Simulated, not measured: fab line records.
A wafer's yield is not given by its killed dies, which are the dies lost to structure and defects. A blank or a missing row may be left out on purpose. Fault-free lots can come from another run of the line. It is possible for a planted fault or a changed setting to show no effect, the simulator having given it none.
Which tool is to blame? | flow sky130 | 34 wafers from 12 lots sampled at 2 of the route's 708 steps

== WHAT EACH GAUGE READ, for each wafer ==
SKY_VT_ADJUST_LVTN_TW_MEAS_21.
lot  | measured     | on            | VT_ADJUST_LVTN_2_TW
L537 | day 8 02:46  | film_metro-02 | 185.5 185.2 185.7
L538 | day 8 05:40  | film_metro-04 | 188.4 188.2 187.1
L540 | day 8 07:43  | film_metro-02 | 185.9 185.4 186.6
L541 | day 8 12:52  | film_metro-04 | 188.1 187.4 186.6
L543 | day 9 08:58  | film_metro-02 | 186.0 185.4 186.1
L548 | day 11 08:46 | film_metro-04 | 202.8 203.8 203.2 203.6
L551 | day 11 21:02 | film_metro-01 | 204.2 189.6 202.9 188.4
L554 | day 12 11:34 | film_metro-01 | 188.2 189.3 188.6
L557 | day 13 04:47 | film_metro-04 | 186.4 187.5 187.2
L558 | day 13 15:02 | film_metro-01 | 187.6 188.8 187.4
L559 | day 13 20:49 | film_metro-02 | 184.0 185.0 184.4
L560 | day 14 05:43 | film_metro-02 | 186.3 185.4 186.1

== WHAT TOOL EACH LOT RAN ON (gives the tool, then ch and the chambers of the sampled wafers, and finally the start) ==
lot  | SKY_VT_ADJUST_LVTN_IMPLANT_19
L537 | implanter-03 ch 0, day 8 02:31
L538 | implanter-03 ch 0, day 8 05:26
L540 | implanter-03 ch 0, day 8 07:28
L541 | implanter-03 ch 0, day 8 12:38
L543 | implanter-02 ch 0, day 9 08:44
L548 | implanter-02 ch 0, day 11 08:33
L551 | implanter-02 ch 0, day 11 20:49
L554 | implanter-03 ch 0, day 12 11:20
L557 | implanter-03 ch 0, day 13 04:32
L558 | implanter-03 ch 0, day 13 14:49
L559 | implanter-03 ch 0, day 13 20:34
L560 | implanter-03 ch 0, day 14 05:29
- SKY_VT_ADJUST_LVTN_IMPLANT_19

== WHAT THE TOOLS THEMSELVES READ (means of the sampled wafers that have a number; where no wafer has one, the mark that the record gives instead) ==
SKY_VT_ADJUST_LVTN_IMPLANT_19.
lot  | tool         | beam_on_s (s) | faraday_current_uA
L537 | implanter-03 | 9.99          | 3.67
L538 | implanter-03 | 10.05         | 3.65
L540 | implanter-03 | 10.11         | 3.63
L541 | implanter-03 | 10.08         | 3.63
L543 | implanter-02 | 9.97          | 3.67
L548 | implanter-02 | 13.54         | 2.71
L551 | implanter-02 | 11.46         | 3.26
L554 | implanter-03 | 10.03         | 3.66
L557 | implanter-03 | 9.92          | 3.68
L558 | implanter-03 | 10.07         | 3.64
L559 | implanter-03 | 9.82          | 3.73
L560 | implanter-03 | 10.36         | 3.54

== THE ANSWER, worked out from the rows above alone ==
Rule: the lots themselves supply what counts as usual. Put in order of their means at a reading, lots are off if they are a third of the lots or fewer, leave a main group of 4 or more, and stand apart from it by a gap of 3 or more times the standard deviation of the main group's means; of several such gaps the widest counts. A main group is skipped when, at the precision printed for the reading in the tables above, its means are all equal. Also off: a lot with no number at a reading for which 4 or more lots have one. All remaining lots with rows at the step are treated as sound. First the gauges in route order, then the tools' own readings, where a lot's mean is used as printed above. The first step at which some lot is off is used, and at that step the reading that is off furthest; a lot without a number counts as furthest.
Off: at SKY_VT_ADJUST_LVTN_TW_MEAS_21 (VT_ADJUST_LVTN_2_TW), L548, L551. Mean 186.7 and standard deviation 1.3 in the main group.
A tool fits if, at a process step before that reading, it ran every lot that is off, and no sound lot after the first of them. Not tried: the gauges at SKY_VT_ADJUST_LVTN_TW_MEAS_21; whatever is off there is also off at SKY_VT_ADJUST_LVTN_IMPLANT_19, on other tools, and gauge error can't account for it. One fits: SKY_VT_ADJUST_LVTN_IMPLANT_19 on implanter-02. Its last sound lot is L543 (day 9 08:44), its first lot that is off L548 (day 11 08:33): a fault that began between those two fits.
The tool's own readings at SKY_VT_ADJUST_LVTN_IMPLANT_19 bear it out: on the lots that are off they differ by more than 5 times the standard deviation of the sound lots' means. beam_on_s reads 12.50 s there against 10.04 s on the sound lots; faraday_current_uA reads 2.98 there against 3.65 on the sound lots.

== WHAT THE SIMULATOR PUT IN ==
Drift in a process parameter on implanter-02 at SKY_VT_ADJUST_LVTN_IMPLANT_19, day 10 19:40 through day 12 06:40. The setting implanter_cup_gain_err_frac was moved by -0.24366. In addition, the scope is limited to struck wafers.
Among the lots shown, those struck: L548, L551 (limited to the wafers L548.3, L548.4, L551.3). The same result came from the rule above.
